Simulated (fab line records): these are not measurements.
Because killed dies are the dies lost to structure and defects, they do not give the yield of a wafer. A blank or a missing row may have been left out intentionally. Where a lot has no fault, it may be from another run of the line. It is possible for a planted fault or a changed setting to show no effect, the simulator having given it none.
Chamber matching + flow gf180mcu + cmp-02 running GF_V5_CMP_04: 4 sister chambers
The step polishes SiO2. 4 wafers are shown with their chamber, then 7 later ones without.

## EACH WAFER AND ITS CHAMBER
| wafer  | chamber | motorCurrentA (A) |
|--------|---------|-------------------|
| L874.1 | 3       | 11.6              |
| L874.6 | 0       | 10.9              |
| L883.1 | 1       | 12.1              |
| L883.2 | 2       | 11.7              |

## WAFERS WITHOUT THEIR CHAMBER
| wafer  | motorCurrentA (A) |
|--------|-------------------|
| L883.4 | 12.0              |
| L885.1 | 10.6              |
| L885.3 | 11.4              |
| L885.6 | 11.7              |
| L886.2 | 11.5              |
| L886.5 | 12.5              |
| L886.6 | 11.2              |

## EACH ONE'S CHAMBER
| wafer  | from the rows above          | in truth |
|--------|------------------------------|----------|
| L883.4 | can't be placed: 1 or 2 or 3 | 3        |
| L885.1 | 0                            | 0        |
| L885.3 | can't be placed: 3 or 2 or 0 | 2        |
| L885.6 | can't be placed: 2 or 3 or 1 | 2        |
| L886.2 | can't be placed: 3 or 2      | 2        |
| L886.5 | can't be placed: 1 or 2      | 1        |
| L886.6 | can't be placed: 0 or 3 or 2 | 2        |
1 of 7 placed correctly. Cannot be placed on the basis of these rows: 6; the candidates contain the true chamber in 6. Number placed wrongly: 0.
How it was worked out, from the rows above alone: a wafer's distance from a chamber is the root of the sum, over the readings, of the square of ((its reading less the chamber's mean) divided by the reading's scatter). The wafer belongs to the nearest chamber; if the next one is less than 2 further off, it can't be placed. For every chamber, the mean is computed from those of its wafers that are shown. The scatter: with one shown wafer a chamber, the root of the mean of the squares of how far each hidden wafer lies from its nearest shown one.
